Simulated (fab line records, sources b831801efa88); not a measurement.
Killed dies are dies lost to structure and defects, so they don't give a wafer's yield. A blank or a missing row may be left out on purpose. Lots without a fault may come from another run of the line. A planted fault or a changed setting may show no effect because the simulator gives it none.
fab line records | flow sfq_line
record lots=6 wafers=18 last_day=83
route steps=325 shown M4@152 I4@163
lots that met no fault: from a run of the same line without faults
start_h: hours from the record's first day to the start of the lot's first wafer shown | wait_h: hours since the lot's step before | " the same as in the row above | L1.1+2: a row that stands for several wafers | - no value, or no start given | * or withheld: withheld | < > ~ a bound
route shown NAME@n: a module of which the file shows steps, and the number in the route of the first | usual: mean/standard deviation of fault-free wafers | same: alike in all rows | chamber/n: place in a boat | sites: the reading at each site | _std_site: their standard deviation | _edge_site: outer sites' mean less inner sites' | radius_mm: how far each site lies from the wafer's centre | mask NAME#n: copy n | behind: the tool/chamber that last shaped the wafer | hold: why the lot was held/for how many hours/how that ended | device: the transistor (n, p or np) that didn't switch | end of line: the same wafers' tests at the end of the route | a step without rows: its recipe alone | killed: dies lost to structure and defects at the first sort, not the wafer's yield | map: a wafer's dies, x killed, . not, _ none there
set.NAME: the setting as run; set.NAME@STEP: as run at that earlier step | model.NAME: the simulator's own value behind a step, which no gauge read
lots at some steps of the route; a table a step, a row a wafer
services: from which hour (start_h, from the record's first day; less than 0 if before it) a tool's chamber was out of use, for how many hours, and why
## steps
# step SFQ_TRILAYER_M4_LITHO_COAT_098
# recipe resist=BARC spin_rpm=3000 resist_thk_nm=62
# step SFQ_TRILAYER_M4_LITHO_COAT_093
# recipe resist=KrF spin_rpm=3000 resist_thk_nm=600
# step SFQ_TRILAYER_M4_LITHO_SOFTBAKE_097
# recipe temp_c=withheld time_s=withheld resist=KrF
# step SFQ_TRILAYER_M4_LITHO_EXPOSE_094
# recipe mask_id=M4 na=0.6 source_shape=conventional sigma_outer=0.65 target_cd_nm=500 dose_mj=14.4
# step SFQ_TRILAYER_M4_LITHO_PEB_096
# recipe peb_temp_c=115 peb_time_s=60 resist=KrF
# step SFQ_TRILAYER_M4_LITHO_DEVELOP_095
# recipe time_s=60 resist=KrF
# step SFQ_M4_OVL_MEAS_926
# usual M4_OVL=3/4.7
# columns lot.wafer tool chamber start_h wait_h M4_OVL[nm]
L639.2 overlay-01 - 972.42 0.1 10
L639.3 " - " " 0
L639.5 " - " " 5
L642.2 overlay-01 - 1075.04 0.1 11
L642.3 " - " " 8
L642.4 " - " " 8
L647.2 overlay-01 - 1113.29 0.1 4
L647.4 " - " " 5
L647.5 " - " " 7
L648.2 overlay-02 - 1119.29 0.1 3
L648.3 " - " " 10
L648.4 " - " " 6
L656.1 overlay-02 - 1190.28 0.1 4
L656.2 " - " " 0
L656.6 " - " " 7
L657.3 overlay-01 - 1192.70 0.1 2
L657.4 " - " " -2
L657.5 " - " " 0
# step SFQ_TRILAYER_M4_BARC_OPEN_METAL_ETCH_123
# recipe mask_material=PR chemistry=O2 target_depth_nm=125 target=BARC icp_w=600 bias_w=80 pressure_mtorr=10 time_s=41.7
# usual chamber_pressure_mTorr=9.999/0.0087 drypump_motor_current_A=5.6/0.42 oes_product_au=0.685/0.0051
# columns lot.wafer tool chamber start_h wait_h chamber_pressure_mTorr drypump_motor_current_A oes_product_au rf_hours_counter_h
L639.2 rie_metal-01 0 972.45 0.0 10.008 5.3 0.690 5
L639.3 " 1 " " 9.992 5.7 0.685 -
L639.5 " 1 " " 9.995 5.7 0.678 -
L642.2 rie_metal-01 0 1075.09 0.0 9.992 5.3 0.684 -
L642.3 " 0 " " 9.994 5.3 0.689 -
L642.4 " 0 " " 9.999 5.3 0.676 -
L647.2 rie_metal-01 1 1113.32 0.0 9.987 5.6 0.691 7
L647.4 " 1 " " 10.014 5.7 0.683 -
L647.5 " 1 " " 9.998 5.7 0.681 -
L648.2 rie_metal-04 1 1119.32 0.0 10.005 5.3 0.682 121
L648.3 " 0 " " 10.008 6.2 0.685 -
L648.4 " 1 " " 9.994 5.3 0.680 -
L656.1 rie_metal-01 1 1190.32 0.0 10.011 5.7 0.680 16
L656.2 " 0 " " 9.988 5.3 0.690 43
L656.6 " 1 " " 10.004 5.6 0.686 -
L657.3 rie_metal-01 0 1192.74 0.0 9.998 5.3 0.682 -
L657.4 " 1 " " 10.006 5.6 0.687 -
L657.5 " 0 " " 9.990 5.3 0.683 -
# step SFQ_TRILAYER_M4_ETCH_METAL_ETCH_096
# recipe target=Nb stop_on=SiO2 mask_material=PR chemistry=Cl2/Ar target_depth_nm=240 icp_w=600 bias_w=80 pressure_mtorr=10 time_s=120
# usual chamber_pressure_mTorr=10.000/0.0098 drypump_motor_current_A=5.6/0.42 oes_product_au=0.893/0.0065
# columns lot.wafer tool chamber start_h wait_h chamber_pressure_mTorr drypump_motor_current_A oes_product_au rf_hours_counter_h
L639.2 rie_metal-01 0 972.51 0.0 10.020 5.3 0.890 5
L639.3 " 1 " " 9.987 5.7 0.885 -
L639.5 " 1 " " 10.014 5.7 0.894 -
L642.2 rie_metal-01 0 1075.24 0.1 10.004 5.3 0.898 -
L642.3 " 0 " " 10.005 5.3 0.884 -
L642.4 " 0 " " 9.995 5.3 0.902 -
L647.2 rie_metal-01 1 1113.38 0.0 10.003 5.6 0.897 7
L647.4 " 1 " " 10.015 5.7 0.895 -
L647.5 " 1 " " 9.983 5.7 0.896 -
L648.2 rie_metal-04 1 1119.38 0.0 9.996 5.3 0.908 121
L648.3 " 0 " " 9.999 6.2 0.884 -
L648.4 " 1 " " 10.010 5.3 0.898 -
L656.1 rie_metal-01 1 1190.38 0.0 9.992 5.7 0.896 16
L656.2 " 0 " " 10.004 5.3 0.893 43
L656.6 " 1 " " 9.998 5.7 0.892 -
L657.3 rie_metal-01 0 1192.82 0.1 9.998 5.3 0.891 -
L657.4 " 1 " " 10.000 5.7 0.885 -
L657.5 " 0 " " 9.989 5.3 0.898 -
# step SFQ_TRILAYER_M4_STRIP_STRIP_097
# recipe gas=O2 power_w=200 platen_temp_c=40 overash_fraction=0.65 chemistry=O2 pressure_mtorr=50
# usual chamber_pressure_mTorr=50.00/0.048 drypump_motor_current_A=5.6/0.42 oes_product_au=0.999/0.0074
# columns lot.wafer tool chamber start_h wait_h chamber_pressure_mTorr drypump_motor_current_A oes_product_au rf_hours_counter_h
L639.2 rie_metal-01 0 972.63 0.1 49.96 5.3 0.999 5
L639.3 " 1 " " 49.95 5.7 1.003 -
L639.5 " 1 " " 50.05 5.7 0.997 -
L642.2 rie_metal-01 0 1075.64 0.4 50.02 5.3 0.991 -
L642.3 " 0 " " 49.98 5.3 0.983 -
L642.4 " 0 " " 50.00 5.3 0.986 -
L647.2 rie_metal-01 1 1113.50 0.1 50.09 5.7 0.995 7
L647.4 " 1 " " 50.00 5.6 0.998 -
L647.5 " 1 " " 50.00 5.6 0.997 -
L648.2 rie_metal-04 1 1119.50 0.1 49.89 5.3 1.012 121
L648.3 " 0 " " 49.95 6.2 0.998 -
L648.4 " 1 " " 50.04 5.3 1.007 -
L656.1 rie_metal-01 1 1190.50 0.1 49.97 5.6 0.985 16
L656.2 " 0 " " 50.02 5.3 0.995 43
L656.6 " 1 " " 50.00 5.7 0.996 -
L657.3 rie_metal-01 0 1193.10 0.2 49.97 5.3 1.009 -
L657.4 " 1 " " 49.94 5.7 1.002 -
L657.5 " 0 " " 50.08 5.3 1.004 -
# step SFQ_TRILAYER_M4_STRIP_SOLV_CLEAN_098
# recipe chemistry=NMP temp_c=70 time_s=600
# step SFQ_TRILAYER_I4_DEP_PECVD_099
# recipe material=SiO2 temp_c=150 time_s=111.11 pressure_torr=2.4 rf_w=183.3 precursor=SiH4/N2O target_thk_nm=500
# usual heater_power_w=79/14 rf_fwd_power_W=182.2/0.68 showerhead_vpp_V=817/25 throttle_valve_pct=24.4/1.2
# columns lot.wafer tool chamber start_h wait_h heater_power_w rf_fwd_power_W showerhead_vpp_V since_wet_clean_h throttle_valve_pct model.SiO2_of_TRILAYER_I4_DEP_PECVD_099.thk_nm
L639.2 pecvd-03 1 973.41 0.0 77 182.7 804 26 22.2 494.7
L639.3 " 0 " " 105 182.0 863 26 23.6 497.1
L639.5 " 0 " " 86 182.5 871 - 23.4 507.9
L642.2 pecvd-04 2 1076.82 0.0 68 183.2 814 1238 26.8 495.7
L642.3 " 1 " " 89 183.0 831 1238 24.1 501.7
L642.4 " 0 " " 64 181.8 828 - 24.3 512.7
L647.2 pecvd-04 1 1114.29 0.0 87 182.6 852 1276 24.0 496.2
L647.4 " 1 " " 92 182.2 815 - 24.1 502.8
L647.5 " 0 " " 64 211.4 898 - 24.3 525.7
L648.2 pecvd-04 0 1120.28 0.0 58 210.4 901 1282 24.6 513.3
L648.3 " 1 " " 85 182.3 844 - 24.0 502.2
L648.4 " 0 " " 62 210.3 882 - 24.9 522.4
L656.1 pecvd-01 2 1191.28 0.0 56 182.8 786 614 25.5 504
L656.2 " 0 " " 99 182.7 788 614 24.6 492.4
L656.6 " 2 " " 59 182.7 782 - 25.8 504.4
L657.3 pecvd-04 0 1193.71 0.0 73 181.4 840 1355 24.7 496.5
L657.4 " 2 " " 78 182.4 790 - 26.7 505.2
L657.5 " 0 " " 75 181.5 827 - 24.8 511.8
# step SFQ_TRILAYER_I4_CMP_CMP_100
# recipe material=SiO2 down_force_psi=3 platen_rpm=60 pad_velocity_m_s=0.94248
# usual edge_zone_pressure_frac=1.000/0.0046 motor_current_A=10.7/0.64 time_to_endpoint_s=217/6.4
# columns lot.wafer tool chamber start_h wait_h edge_zone_pressure_frac motor_current_A time_to_endpoint_s
L639.3 cmp-01 2 976.49 3.0 1.007 10.7 216
L639.2 " 3 " " 0.995 10.2 208
L639.5 " 1 977.99 4.5 0.997 11.3 223
L642.3 cmp-02 3 1077.31 0.5 0.997 11.4 220
L642.2 " 1 1078.31 1.5 1.000 9.8 211
L642.4 " 2 " " 1.006 12.1 226
L647.4 cmp-01 2 1116.76 2.4 1.004 10.6 212
L647.2 " 1 1118.26 3.9 1.006 10.6 211
L647.5 " 2 " " 1.003 10.5 233
L648.4 cmp-02 3 1122.64 2.3 1.004 11.0 234
L648.3 " 1 1123.64 3.3 1.004 9.7 223
L648.2 " 2 " " 1.004 11.9 234
L656.1 cmp-02 2 1198.94 7.6 0.995 11.9 221
L656.2 " 1 1200.44 9.1 1.007 10.8 219
L656.6 " 2 " " 0.997 11.4 223
L657.3 cmp-01 3 1200.62 6.9 0.999 11.3 215
L657.4 " 1 1201.62 7.8 0.989 10.4 216
L657.5 " 2 " " 1.005 10.5 222
# step SFQ_I4_BOW_MEAS_927
# recipe mode=bow
# usual I4_BOW=3/7.8
# columns lot.wafer tool chamber start_h wait_h I4_BOW[um]
L639.2 film_metro-01 - 979.01 1.5 10
L639.3 " - " " -5
L639.5 " - " " -8
L642.2 film_metro-01 - 1080.33 1.5 4
L642.3 " - " " -3
L642.4 " - " " -9
L647.2 film_metro-04 - 1119.78 1.0 8
L647.4 " - " " 4
L647.5 " - " " -3
L648.2 film_metro-01 - 1125.66 1.0 11
L648.3 " - " " 1
L648.4 " - " " 16
L656.1 film_metro-03 - 1201.94 2.5 -16
L656.2 " - " " 5
L656.6 " - " " -4
L657.3 film_metro-01 - 1203.16 2.0 5
L657.4 " - " " -12
L657.5 " - " " -2
## services
# columns tool chamber start_h hours kind
rie_metal-04 - 954.34 0.5 repair
cmp-01 - 957.99 0.6 repair
pecvd-01 0 961.00 31.0 repair
rie_metal-04 - 969.99 4.4 repair
cmp-02 - 971.22 7.9 pm
cmp-01 - 981.45 6.9 pm
pecvd-01 - 984.67 0.5 repair
rie_metal-04 0 985.08 21.4 repair
pecvd-01 - 987.08 0.5 repair
cmp-02 - 990.05 0.6 repair
pecvd-03 - 994.50 2.9 repair
pecvd-01 - 997.04 0.7 repair
cmp-02 - 1034.45 1.1 repair
cmp-02 - 1036.69 1.2 repair
pecvd-04 - 1062.62 0.4 repair
rie_metal-01 1 1072.21 14.3 repair
cmp-02 - 1091.64 4.0 pm
pecvd-04 2 1099.63 22.5 repair
rie_metal-01 - 1101.60 1.4 pm
rie_metal-01 1 1114.51 17.4 repair
cmp-01 - 1122.48 0.6 repair
cmp-02 - 1136.68 1.0 repair
cmp-01 - 1142.03 4.3 repair
cmp-02 - 1169.11 0.8 repair
## key
first_sign step=SFQ_TRILAYER_I4_DEP_PECVD_099 reading=rf_fwd_power_W direction=up sigmas=42 usual=182.2 struck=210.7
effect step=SFQ_TRILAYER_I4_DEP_PECVD_099 reading=showerhead_vpp_V direction=up sigmas=3.1 usual=817 struck=894
effect step=SFQ_TRILAYER_I4_CMP_CMP_100 reading=time_to_endpoint_s direction=up sigmas=2.6 usual=* struck=*
model_effect step=SFQ_TRILAYER_I4_DEP_PECVD_099 value=SiO2_of_TRILAYER_I4_DEP_PECVD_099.thk_nm without=497.7 struck=520.5
met_at SFQ_TRILAYER_I4_DEP_PECVD_099
struck_wafers L647.5,L648.2,L648.4
onset_between 1076.82 1114.29
fault kind=process_parameter_drift tool=pecvd-04 chamber=0 onset_h=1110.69 steps=SFQ_TRILAYER_I4_DEP_PECVD_099 channel=rf_w offset=29.328 shape=step end_h=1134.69 acts_in=these_recipes_only stated=183.3
